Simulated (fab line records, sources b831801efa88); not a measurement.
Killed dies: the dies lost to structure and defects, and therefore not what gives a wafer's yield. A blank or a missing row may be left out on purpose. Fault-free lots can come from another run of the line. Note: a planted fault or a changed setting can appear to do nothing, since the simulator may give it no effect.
fab line records | flow sky130 | part 1 of 2: steps 1 to 27 of 39
[record] lots = 5 wafers = 15 lastDay = 50
route steps=708 shown VIA4@653 METAL5@661 PASSIVATION@681
lots that met no fault: from a run of the same line without faults
startH: start of the lot's first displayed wafer, in hours after the record's first day | waitH: time in hours since the lot's previous step | " as in the row above | L1.1+2: a single row standing in for several wafers | - no value present, or no start provided | * or withheld: withheld | < > ~ a bound
route shown NAME@n: names a module that has steps shown in the file, with the first one's number in the route | usual: average and standard deviation across the fault-free wafers | same: alike in all rows | chamber/n: place in a boat | sites: readings site by site | _std_site: the standard deviation of these | _edge_site: the outer-site mean with the inner-site mean subtracted | radiusMm: for every site, how far away it sits from the centre of the wafer | mask NAME#n: copy n | behind: tool/chamber where the wafer was last shaped | hold: what put the lot on hold/how long, in hours/how the hold closed | device: the transistor (n, p or np) that didn't switch | end of line: the route-end tests of the same wafers | a step with no rows: only its recipe | killed: at the first sort, the dies lost to defects and structure; wafer yield is something else | map: the dies of a wafer, with x for killed, . for not killed, _ for no die there
set.NAME: the setting the step ran with; set.NAME@STEP: the setting that earlier step ran with | model.NAME: the simulator's own value behind a step, which no gauge read
lots at some steps of the route; a table a step, a row a wafer
services: when a tool's chamber went out of use (startH, in hours from the record's first day, below 0 if earlier), for how many hours, and the reason
[[steps]]
[step SKY_VIA4_STRIP_14]
[recipe] chemistry = postEtchResidueRemover timeS = 1200 tempC = 72.5
// columns lot.wafer tool chamber startH waitH
L077.1+3+6 wetBench-02 3 1027.93 0.1
L084.2+3+6 wetBench-02 3 1073.69 0.1
L088.3+4+5 wetBench-01 3 1102.59 0.0
L089.1+4+6 wetBench-01 2 1107.02 0.2
L096.2+4+6 wetBench-01 0 1154.54 0.1
[step SKY_VIA4_CLEAN_15]
[recipe] chemistry = IPA timeS = 180 tempC = 25
// columns lot.wafer tool chamber startH waitH
L077.1+3+6 wetBench-03 1 1028.31 0.0
L084.2+3+6 wetBench-02 0 1074.03 0.0
L088.3+4+5 wetBench-01 0 1102.93 0.0
L089.1+4+6 wetBench-01 3 1107.36 0.0
L096.2+4+6 wetBench-03 3 1154.91 0.0
[step SKY_VIA4_CLEAN_16]
[recipe] chemistry = O3/DIW dry = n2Spin
// columns lot.wafer tool chamber startH waitH
L077.1+3+6 wetBench-02 0 1028.37 0.0
L084.2+3+6 wetBench-02 2 1074.09 0.0
L088.3+4+5 wetBench-02 2 1102.99 0.0
L089.1+4+6 wetBench-01 2 1107.42 0.0
L096.2+4+6 wetBench-01 1 1154.97 0.0
[step SKY_VIA4_SPUTTER_17]
[recipe] material = TiN targetThkNm = 20 chamberPressurePa = 5 powerW = 4000 timeS = 80
[usual] throttleValvePct = 30.0/1.2
// columns lot.wafer tool chamber startH waitH throttleValvePct
L077.1 pvdSputter-03 - 1028.47 0.0 30.1
L077.3 " - " " 28.2
L077.6 " - " " 30.1
L084.2 pvdSputter-04 - 1074.18 0.0 29.1
L084.3 " - " " 30.6
L084.6 " - " " 28.6
L088.3 pvdSputter-04 - 1103.08 0.0 30.6
L088.4 " - " " 30.3
L088.5 " - " " 30.6
L089.1 pvdSputter-04 - 1107.51 0.0 28.8
L089.4 " - " " 31.0
L089.6 " - " " 30.4
L096.2 pvdSputter-03 - 1155.07 0.0 29.6
L096.4 " - " " 29.7
L096.6 " - " " 31.2
[step SKY_VIA4_CVD_18]
[recipe] material = W targetThkNm = 505 timeS = 152.14 tempC = 400 pressureTorr = 40
[usual] heaterPowerW = 883/27
// columns lot.wafer tool chamber startH waitH heaterPowerW
L077.1 cvdW-01 0 1028.53 0.0 843
L077.3 " 0 " " 868
L077.6 " 0 " " 865
L084.2 cvdW-02 0 1074.24 0.0 866
L084.3 " 1 " " 856
L084.6 " 0 " " 899
L088.3 cvdW-02 0 1103.19 0.1 883
L088.4 " 1 " " 844
L088.5 " 1 " " 856
L089.1 cvdW-02 1 1107.57 0.0 864
L089.4 " 0 " " 921
L089.6 " 1 " " 861
L096.2 cvdW-02 0 1155.13 0.0 904
L096.4 " 0 " " 906
L096.6 " 1 " " 855
[step SKY_VIA4_RS_MEAS_19]
[recipe] thkMeasGauge = four-point-probe reads = W_of_VIA4_CVD_18+TiN_of_VIA4_SPUTTER_17
[usual] VIA4_W_RS = 0.2285/0.0028
// columns lot.wafer tool chamber startH waitH VIA4_W_RS[ohm/sq]
L077.1 filmMetro-03 - 1028.68 0.1 0.2300
L077.3 " - " " 0.2295
L077.6 " - " " 0.2305
L084.2 filmMetro-02 - 1074.41 0.1 0.2265
L084.3 " - " " 0.2272
L084.6 " - " " 0.2266
L088.3 filmMetro-03 - 1103.34 0.1 0.2243
L088.4 " - " " 0.2233
L088.5 " - " " 0.2239
L089.1 filmMetro-02 - 1107.72 0.1 0.2260
L089.4 " - " " 0.2276
L089.6 " - " " 0.2253
L096.2 filmMetro-01 - 1155.31 0.1 0.2318
L096.4 " - " " 0.2323
L096.6 " - " " 0.2307
[step SKY_VIA4_THK_MEAS_20]
[recipe] thkMeasGauge = xrf reads = W_of_VIA4_CVD_18
[usual] VIA4_W_THK = 505/6.7
// columns lot.wafer tool chamber startH waitH VIA4_W_THK[nm]
L077.1 filmMetro-03 - 1028.80 0.1 502
L077.3 " - " " 506
L077.6 " - " " 501
L084.2 filmMetro-02 - 1074.52 0.1 508
L084.3 " - " " 506
L084.6 " - " " 507
L088.3 filmMetro-03 - 1103.44 0.1 515
L088.4 " - " " 517
L088.5 " - " " 515
L089.1 filmMetro-02 - 1107.84 0.1 509
L089.4 " - " " 505
L089.6 " - " " 514
L096.2 filmMetro-01 - 1155.42 0.1 492
L096.4 " - " " 490
L096.6 " - " " 495
[step SKY_VIA4_CMP_21]
[recipe] stopOn = SiO2 tOverpolishS = 25 downForcePsi = 3.5 platenRpm = 60 targetThkNm = 0 padVelocityMS = 0.94248
[usual] motorCurrentA = 10.8/1.2 overpolishRunS = 25.000/0.0093 timeToEndpointS = 118/5.5
// columns lot.wafer tool chamber startH waitH motorCurrentA overpolishRunS timeToEndpointS
L077.1 cmp-02 2 1028.86 0.1 10.2 25.001 125
L077.3 " 3 " " 9.1 24.987 130
L077.6 " 2 " " 10.1 25.010 124
L084.3 cmp-02 2 1074.84 0.3 10.1 24.993 123
L084.2 " 3 " " 9.3 24.989 126
L084.6 " 1 " " 10.5 24.989 123
L088.4 cmp-01 0 1103.58 0.1 9.0 24.995 114
L088.3 " 1 " " 10.3 25.000 121
L088.5 " 3 " " 11.6 24.993 124
L089.4 cmp-01 3 1107.95 0.1 11.5 24.997 111
L089.1 " 1 " " 10.2 25.006 119
L089.6 " 2 " " 12.9 25.004 117
L096.2 cmp-01 0 1155.52 0.1 9.4 24.996 114
L096.4 " 1 " " 10.3 25.003 116
L096.6 " 0 " " 9.5 25.006 112
[step SKY_METAL5_SPUTTER_00]
[recipe] material = Ti targetThkNm = 15 powerW = 3000 timeS = 10 chamberPressurePa = 0.4
[usual] throttleValvePct = 29.6/1.2
// columns lot.wafer tool chamber startH waitH throttleValvePct
L077.1 pvdSputter-04 - 1029.16 0.2 30.4
L077.3 " - " " 30.7
L077.6 " - " " 30.2
L084.2 pvdSputter-02 - 1075.04 0.1 28.5
L084.3 " - " " 29.3
L084.6 " - " " 28.3
L088.3 pvdSputter-04 - 1103.78 0.1 28.7
L088.4 " - " " 30.1
L088.5 " - " " 30.5
L089.1 pvdSputter-01 - 1108.20 0.1 32.0
L089.4 " - " " 28.9
L089.6 " - " " 29.0
L096.2 pvdSputter-04 - 1155.77 0.2 30.7
L096.4 " - " " 30.4
L096.6 " - " " 30.7
[step SKY_METAL5_SPUTTER_01]
[recipe] material = TiN targetThkNm = 20 powerW = 6500 timeS = 16.7 chamberPressurePa = 0.4
[usual] throttleValvePct = 29.6/1.2
// columns lot.wafer tool chamber startH waitH throttleValvePct
L077.1 pvdSputter-04 - 1029.18 0.0 30.3
L077.3 " - " " 30.9
L077.6 " - " " 30.5
L084.2 pvdSputter-02 - 1075.06 0.0 28.3
L084.3 " - " " 29.3
L084.6 " - " " 28.5
L088.3 pvdSputter-04 - 1103.80 0.0 28.7
L088.4 " - " " 30.6
L088.5 " - " " 30.3
L089.1 pvdSputter-01 - 1108.23 0.0 31.9
L089.4 " - " " 28.9
L089.6 " - " " 29.1
L096.2 pvdSputter-04 - 1155.79 0.0 30.7
L096.4 " - " " 30.1
L096.6 " - " " 30.5
[step SKY_METAL5_SPUTTER_02]
[recipe] material = AlCu targetThkNm = 1150 powerW = 10600 timeS = 61.2 chamberPressurePa = 0.4
[usual] throttleValvePct = 29.6/1.2
// columns lot.wafer tool chamber startH waitH throttleValvePct
L077.1 pvdSputter-04 - 1029.21 0.0 30.5
L077.3 " - " " 30.9
L077.6 " - " " 30.4
L084.2 pvdSputter-02 - 1075.09 0.0 28.5
L084.3 " - " " 29.3
L084.6 " - " " 28.5
L088.3 pvdSputter-04 - 1103.82 0.0 28.7
L088.4 " - " " 30.1
L088.5 " - " " 30.2
L089.1 pvdSputter-01 - 1108.25 0.0 32.0
L089.4 " - " " 28.9
L089.6 " - " " 29.1
L096.2 pvdSputter-04 - 1155.81 0.0 30.6
L096.4 " - " " 30.5
L096.6 " - " " 30.6
[step SKY_METAL5_SPUTTER_03]
[recipe] material = Ti targetThkNm = 5 powerW = 3000 timeS = 3.3 chamberPressurePa = 0.4
[usual] throttleValvePct = 29.6/1.2
// columns lot.wafer tool chamber startH waitH throttleValvePct
L077.1 pvdSputter-04 - 1029.26 0.0 30.2
L077.3 " - " " 30.9
L077.6 " - " " 30.6
L084.2 pvdSputter-02 - 1075.14 0.0 28.3
L084.3 " - " " 29.3
L084.6 " - " " 28.6
L088.3 pvdSputter-04 - 1103.87 0.0 28.7
L088.4 " - " " 30.4
L088.5 " - " " 30.5
L089.1 pvdSputter-01 - 1108.30 0.0 32.2
L089.4 " - " " 29.4
L089.6 " - " " 29.1
L096.2 pvdSputter-04 - 1155.86 0.0 30.9
L096.4 " - " " 30.2
L096.6 " - " " 30.6
[step SKY_METAL5_SPUTTER_04]
[recipe] material = TiN targetThkNm = 70 powerW = 6500 timeS = 58.3 chamberPressurePa = 0.4
[usual] throttleValvePct = 29.6/1.2
// columns lot.wafer tool chamber startH waitH throttleValvePct
L077.1 pvdSputter-04 - 1029.28 0.0 30.4
L077.3 " - " " 30.8
L077.6 " - " " 30.3
L084.2 pvdSputter-02 - 1075.16 0.0 28.1
L084.3 " - " " 29.2
L084.6 " - " " 28.5
L088.3 pvdSputter-04 - 1103.89 0.0 28.8
L088.4 " - " " 30.4
L088.5 " - " " 30.4
L089.1 pvdSputter-01 - 1108.32 0.0 31.8
L089.4 " - " " 29.1
L089.6 " - " " 29.2
L096.2 pvdSputter-04 - 1155.88 0.0 30.5
L096.4 " - " " 30.3
L096.6 " - " " 30.5
[step SKY_METAL5_RS_MEAS_05]
[recipe] thkMeasGauge = four-point-probe reads = TiN_of_METAL5_SPUTTER_04+Ti_of_METAL5_SPUTTER_03+AlCu_of_METAL5_SPUTTER_02+TiN_of_METAL5_SPUTTER_01+Ti_of_METAL5_SPUTTER_00
[usual] METAL5_ALCU_RS = 0.0270/0.00036
// columns lot.wafer tool chamber startH waitH METAL5_ALCU_RS[ohm/sq]
L077.1 filmMetro-03 - 1029.33 0.0 0.0269
L077.3 " - " " 0.0268
L077.6 " - " " 0.0268
L084.2 filmMetro-04 - 1075.23 0.0 0.0268
L084.3 " - " " 0.0270
L084.6 " - " " 0.0268
L088.3 filmMetro-02 - 1103.98 0.1 0.0267
L088.4 " - " " 0.0267
L088.5 " - " " 0.0268
L089.1 filmMetro-04 - 1108.37 0.0 0.0277
L089.4 " - " " 0.0267
L089.6 " - " " 0.0265
L096.2 filmMetro-02 - 1155.95 0.0 0.0266
L096.4 " - " " 0.0265
L096.6 " - " " 0.0266
[step SKY_METAL5_THK_MEAS_06]
[recipe] thkMeasGauge = xrf reads = AlCu_of_METAL5_SPUTTER_02
[usual] METAL5_ALCU_THK = 1165/17
// columns lot.wafer tool chamber startH waitH METAL5_ALCU_THK[nm]
L077.1 filmMetro-03 - 1029.45 0.1 1172
L077.3 " - " " 1164
L077.6 " - " " 1167
L084.2 filmMetro-04 - 1075.34 0.1 1183
L084.3 " - " " 1176
L084.6 " - " " 1194
L088.3 filmMetro-02 - 1104.08 0.1 1185
L088.4 " - " " 1185
L088.5 " - " " 1178
L089.1 filmMetro-04 - 1108.49 0.1 1137
L089.4 " - " " 1184
L089.6 " - " " 1197
L096.2 filmMetro-02 - 1156.06 0.1 1187
L096.4 " - " " 1190
L096.6 " - " " 1181
[step SKY_METAL5_DEHYDRATE_07]
[recipe] tempC = 200 timeS = 60
[usual] heaterPowerTotalW = 160.38/0.13
// columns lot.wafer tool chamber startH waitH heaterPowerTotalW
L077.1 lithoTrack-02 0 1039.82 10.4 160.46
L077.3 " 0 " " 160.40
L077.6 " 0 " " 160.37
L084.2 lithoTrack-04 0 1085.11 9.8 160.63
L084.3 " 0 " " 160.34
L084.6 " 0 " " 160.58
L088.3 lithoTrack-02 0 1112.77 8.7 160.36
L088.4 " 0 " " 160.34
L088.5 " 0 " " 160.59
L089.1 lithoTrack-03 0 1118.11 9.6 160.26
L089.4 " 0 " " 160.38
L089.6 " 0 " " 160.17
L096.2 lithoTrack-02 0 1164.55 8.5 160.64
L096.4 " 0 " " 160.25
L096.6 " 0 " " 160.29
[step SKY_METAL5_HMDS_08]
[recipe] primeTimeS = 60 primeTempC = 120
// columns lot.wafer tool chamber startH waitH
L077.1+3+6 lithoTrack-02 0 1039.97 0.1
L084.2+3+6 lithoTrack-04 0 1085.26 0.1
L088.3+4+5 lithoTrack-02 0 1112.92 0.1
L089.1+4+6 lithoTrack-03 0 1118.26 0.1
L096.2+4+6 lithoTrack-02 0 1164.70 0.1
[step SKY_METAL5_COAT_09]
[recipe] resist = NOVOLAK spinRpm = 3000 resistThkNm = 1800
// columns lot.wafer tool chamber startH waitH
L077.1+3+6 lithoTrack-02 0 1040.12 0.1
L084.2+3+6 lithoTrack-04 0 1085.41 0.1
L088.3+4+5 lithoTrack-02 0 1113.07 0.1
L089.1+4+6 lithoTrack-03 0 1118.41 0.1
L096.2+4+6 lithoTrack-02 0 1164.85 0.1
[step SKY_METAL5_SOFTBAKE_10]
[recipe] tempC = 90 timeS = 60 resist = NOVOLAK
[usual] heaterPowerTotalW = 56.60/0.047
// columns lot.wafer tool chamber startH waitH heaterPowerTotalW
L077.1 lithoTrack-02 0 1040.27 0.1 56.58
L077.3 " 0 " " 56.61
L077.6 " 0 " " 56.67
L084.2 lithoTrack-04 0 1085.56 0.1 56.60
L084.3 " 0 " " 56.59
L084.6 " 0 " " 56.60
L088.3 lithoTrack-02 0 1113.22 0.1 56.63
L088.4 " 0 " " 56.59
L088.5 " 0 " " 56.63
L089.1 lithoTrack-03 0 1118.56 0.1 56.61
L089.4 " 0 " " 56.61
L089.6 " 0 " " 56.62
L096.2 lithoTrack-02 0 1165.00 0.1 56.60
L096.4 " 0 " " 56.63
L096.6 " 0 " " 56.60
[step SKY_METAL5_EXPOSE_11]
[recipe] maskId = MM5 na = 0.6 sourceShape = conventional sigmaOuter = 0.6 polarization = unpolarized targetCdNm = 1600 doseMj = 190
[usual] stageVelMmS = 499.92/0.23
[same] na = 0.6 sigmaOuter = 0.6
// columns lot.wafer tool chamber startH waitH mask stageVelMmS
L077.1 ilineStepper-01 0 - - MM5#0 499.71
L077.3 " 0 " " MM5#0 499.99
L077.6 " 0 " " MM5#0 499.61
L084.2 ilineStepper-02 0 - - MM5#0 499.89
L084.3 " 0 " " MM5#0 500.07
L084.6 " 0 " " MM5#0 500.15
L088.3 ilineStepper-01 0 - - MM5#0 500.11
L088.4 " 0 " " MM5#0 500.18
L088.5 " 0 " " MM5#0 499.89
L089.1 ilineStepper-02 0 - - MM5#0 500.05
L089.4 " 0 " " MM5#0 499.85
L089.6 " 0 " " MM5#0 499.72
L096.2 ilineStepper-02 0 - - MM5#0 499.86
L096.4 " 0 " " MM5#0 499.89
L096.6 " 0 " " MM5#0 500.25
[step SKY_METAL5_PEB_12]
[recipe] tempC = withheld timeS = * resist = NOVOLAK
// columns lot.wafer tool chamber startH waitH
L077.1+3+6 lithoTrack-03 0 - -
L084.2+3+6 lithoTrack-04 0 - -
L088.3+4+5 lithoTrack-04 0 - -
L089.1+4+6 lithoTrack-03 0 - -
L096.2+4+6 lithoTrack-02 0 - -
[step SKY_METAL5_DEVELOP_13]
[recipe] resist = NOVOLAK developer = TMAH developTimeS = 60 devTempC = 23
// columns lot.wafer tool chamber startH waitH
L077.1+3+6 lithoTrack-03 0 1051.11 0.1
L084.2+3+6 lithoTrack-04 0 1095.61 0.1
L088.3+4+5 lithoTrack-04 0 1123.43 0.1
L089.1+4+6 lithoTrack-03 0 1128.61 0.1
L096.2+4+6 lithoTrack-02 0 1173.10 0.1
[step SKY_METAL5_DESCUM_14]
[recipe] chemistry = O2 sourcePowerW = 150 biasPowerW = 0 pressureMtorr = 10 tempC = 40 timeS = 11
[usual] drypumpMotorCurrentA = 5.7/0.43 oesProductAu = 1.001/0.011
// columns lot.wafer tool chamber startH waitH drypumpMotorCurrentA oesProductAu rfHoursCounterH
L077.1 rieMetal-04 0 1051.26 0.1 6.2 1.000 16
L077.3 " 0 " " 6.2 1.009 -
L077.6 " 1 " " 6.4 0.971 -
L084.2 rieMetal-04 0 1095.73 0.1 6.2 1.018 19
L084.3 " 1 " " 6.3 0.992 -
L084.6 " 1 " " 6.4 0.989 -
L088.3 rieMetal-03 0 1123.54 0.1 5.4 0.995 -
L088.4 " 1 " " 5.4 0.992 -
L088.5 " 1 " " 5.4 1.002 -
L089.1 rieMetal-03 0 1128.76 0.1 5.4 0.992 16
L089.4 " 0 " " 5.4 0.994 -
L089.6 " 1 " " 5.4 1.005 -
L096.2 rieMetal-03 1 1173.22 0.1 5.4 0.998 11
L096.4 " 1 " " 5.4 0.991 -
L096.6 " 1 " " 5.4 1.004 -
[step SKY_METAL5_METAL_ETCH_15]
[recipe] targetDepthA = 12600 stopOn = SiO2 overEtchFrac = 0.2 timeS = 252 chemistry = Cl2/BCl3 resistSidewallDeg = 86 pressureMtorr = 10 icpW = 900 biasW = 48.5 Cl2_flow_sccm = 60 bcl3FlowSccm = 30
[usual] bcl3FlowSccm = 30.00/0.095 drypumpMotorCurrentA = 5.7/0.43 oesProductAu = 0.894/0.0055 throttleValvePct = 22.263/0.0094
// columns lot.wafer tool chamber startH waitH bcl3FlowSccm drypumpMotorCurrentA oesProductAu rfHoursCounterH throttleValvePct
L077.1 rieMetal-04 0 1051.30 0.0 29.96 6.2 0.890 16 22.271
L077.3 " 0 " " 29.87 6.2 0.892 - 22.254
L077.6 " 1 " " 30.03 6.4 0.899 - 22.270
L084.2 rieMetal-04 0 1095.77 0.0 29.97 6.2 0.897 19 22.271
L084.3 " 1 " " 29.78 6.4 0.899 - 22.280
L084.6 " 1 " " 30.00 6.4 0.893 - 22.252
L088.3 rieMetal-03 0 1123.64 0.1 30.01 5.5 0.894 - 22.265
L088.4 " 1 " " 29.81 5.4 0.892 - 22.269
L088.5 " 1 " " 30.03 5.4 0.893 - 22.263
L089.1 rieMetal-03 0 1128.80 0.0 29.86 5.5 0.887 16 22.262
L089.4 " 0 " " 30.03 5.4 0.890 - 22.271
L089.6 " 1 " " 30.00 5.4 0.892 - 22.271
L096.2 rieMetal-03 1 1173.26 0.0 30.11 5.4 0.897 11 22.255
L096.4 " 1 " " 29.93 5.4 0.894 - 22.261
L096.6 " 1 " " 29.93 5.4 0.896 - 22.244
[step SKY_METAL5_STRIP_16]
[recipe] chemistry = O2/N2 powerW = 1400 pressureMtorr = 1500 platenTempC = withheld o2FlowSccm = 3000 n2FlowSccm = 300 overashFraction = 0.5
[usual] drypumpMotorCurrentA = 5.7/0.36 o2FlowSccm = 3001/9.2 oesProductAu = 0.710/0.0048 stripTimeToEndpointS = 13.01/0.17
// columns lot.wafer tool chamber startH waitH drypumpMotorCurrentA o2FlowSccm oesProductAu rfHoursCounterH stripTimeToEndpointS
L077.1 plasmaAsher-01 1 1051.53 0.2 5.2 3006 0.717 61 12.97
L077.3 " 0 " " 5.2 3018 0.706 - 13.00
L077.6 " 0 " " 5.2 3017 0.718 - 13.32
L084.2 plasmaAsher-04 1 1096.00 0.2 6.1 3016 0.713 35 12.96
L084.3 " 0 " " 6.0 2999 0.712 - 13.47
L084.6 " 0 " " 6.1 2993 0.708 - 13.49
L088.3 plasmaAsher-04 0 1123.83 0.1 6.1 3012 0.706 - 13.02
L088.4 " 1 " " 6.1 2998 0.711 - 13.10
L088.5 " 1 " " 6.0 2996 0.710 - 13.10
L089.1 plasmaAsher-01 0 1129.03 0.2 5.2 2988 0.714 69 13.11
L089.4 " 0 " " 5.2 2994 0.700 - 13.13
L089.6 " 0 " " 5.2 3005 0.704 - 13.13
L096.2 plasmaAsher-01 1 1173.49 0.2 5.2 3001 0.709 74 12.92
L096.4 " 1 " " 5.1 2992 0.706 - 12.97
L096.6 " 0 " " 5.2 2988 0.710 - 12.89
[step SKY_METAL5_STRIP_17]
[recipe] chemistry = postEtchResidueRemover timeS = 1200 tempC = 72.5
// columns lot.wafer tool chamber startH waitH
L077.1+3+6 wetBench-03 3 1051.63 0.1
L084.2+3+6 wetBench-03 3 1096.10 0.1
L088.3+4+5 wetBench-04 0 1123.90 0.0
L089.1+4+6 wetBench-04 0 1129.13 0.1
L096.2+4+6 wetBench-02 1 1173.59 0.1
[step SKY_METAL5_CLEAN_18]
[recipe] chemistry = IPA timeS = 180 tempC = 25
// columns lot.wafer tool chamber startH waitH
L077.1+3+6 wetBench-02 0 1051.97 0.0
L084.2+3+6 wetBench-02 2 1096.78 0.0
L088.3+4+5 wetBench-03 3 1124.24 0.0
L089.1+4+6 wetBench-04 0 1129.47 0.0
L096.2+4+6 wetBench-03 3 1173.93 0.0
